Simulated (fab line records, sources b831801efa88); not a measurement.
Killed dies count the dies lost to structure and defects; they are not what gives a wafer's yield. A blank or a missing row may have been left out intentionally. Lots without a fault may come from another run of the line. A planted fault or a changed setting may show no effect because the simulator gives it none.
Comparing a struck lot with a sound one ; flow sky130 ; 15 steps out of a route of 708
Sound: wafers L264.1, L264.2, L264.6. Struck: wafers L273.4, L273.5, L273.6. At the end, the cause is stated.
Order at every step that has rows: each side's tool, ch and its chambers, its first start. Under that, the readings that differ: sound wafers ; struck wafers ; difference of the means ; sigmas: that difference in standard deviations of wafers without a fault.
alike: words and numbers the same on both sides, and readings whose means are apart by under 2 such deviations; not compared: readings that were withheld, readings missing a value for some wafer, numbers with overlapping values and no deviation given by the record, and bounds like >300 which may hide the same value.
A row with sigmas, a row that says differs or no value, or rows on one side alone: a step with any of these is where the two part. Numbers that don't overlap but have no deviation are shown without sigmas and don't part them. Lack of a reading on every wafer of one side parts them only where that side has two or more wafers.

first, 2 steps without rows for these wafers: SKY_VT_ADJUST_PCH_PEB_05; SKY_VT_ADJUST_PCH_DEVELOP_06 (develop time 60 s).
SKY_VT_ADJUST_PCH_OVL_MEAS_07:
  sound on overlay-01, day 12 04:11; struck on overlay-01, day 15 01:22
  alike: VT_ADJUST_PCH_OVL
then, 1 step without rows for these wafers: SKY_VT_ADJUST_PCH_IMPLANT_08.
SKY_VT_ADJUST_PCH_STRIP_09: strips in O2/N2.
  sound on plasma asher-03 ch 0,1, day 12 04:22; struck on plasma asher-03 ch 0,1, day 15 01:34
  alike: drypump motor current A, o2 flow sccm, oes product au, strip time to endpoint s
  not compared: rf hours counter h
SKY_VT_ADJUST_PCH_TW_MEAS_10:
  sound on film metro-04, day 12 04:28; struck on film metro-04, day 15 01:39
  alike: VT_ADJUST_PCH_TW
then, 6 steps without rows for these wafers: SKY_SONOS_TUNNEL_DEHYDRATE_00 (time 60 s); SKY_SONOS_TUNNEL_HMDS_01 (prime time 60 s); SKY_SONOS_TUNNEL_COAT_02 (resist thk 1140 nm); SKY_SONOS_TUNNEL_SOFTBAKE_03 (time 60 s); SKY_SONOS_TUNNEL_EXPOSE_04 (exposes mask TUNM, target cd 410 nm); SKY_SONOS_TUNNEL_PEB_05.
SKY_SONOS_TUNNEL_DEVELOP_06: develop time 60 s.
  sound on litho track-04 ch 0, day 13 04:47; struck on litho track-02 ch 0, day 16 03:49
reading;sound;struck;difference;sigmas
developer temp C (C);22.79 23.05 23.03;23.88 23.84 23.83;+0.89;+8
SKY_SONOS_TUNNEL_CD_MEAS_07: target cd 410 nm.
  sound on cd sem-02, day 13 04:56; struck on cd sem-02, day 16 03:57
  alike: cd nm
then, 1 step without rows for these wafers: SKY_PAD_OPEN_PROBE_99.

== WHERE THEY PART ==
Only at SKY_SONOS_TUNNEL_DEVELOP_06, within this record. Later steps at which nothing parts them and some readings are alike: SKY_SONOS_TUNNEL_CD_MEAS_07.

WHY: what the simulator had put in
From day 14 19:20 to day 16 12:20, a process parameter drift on litho track-02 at SKY_SONOS_TUNNEL_DEVELOP_06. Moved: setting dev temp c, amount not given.
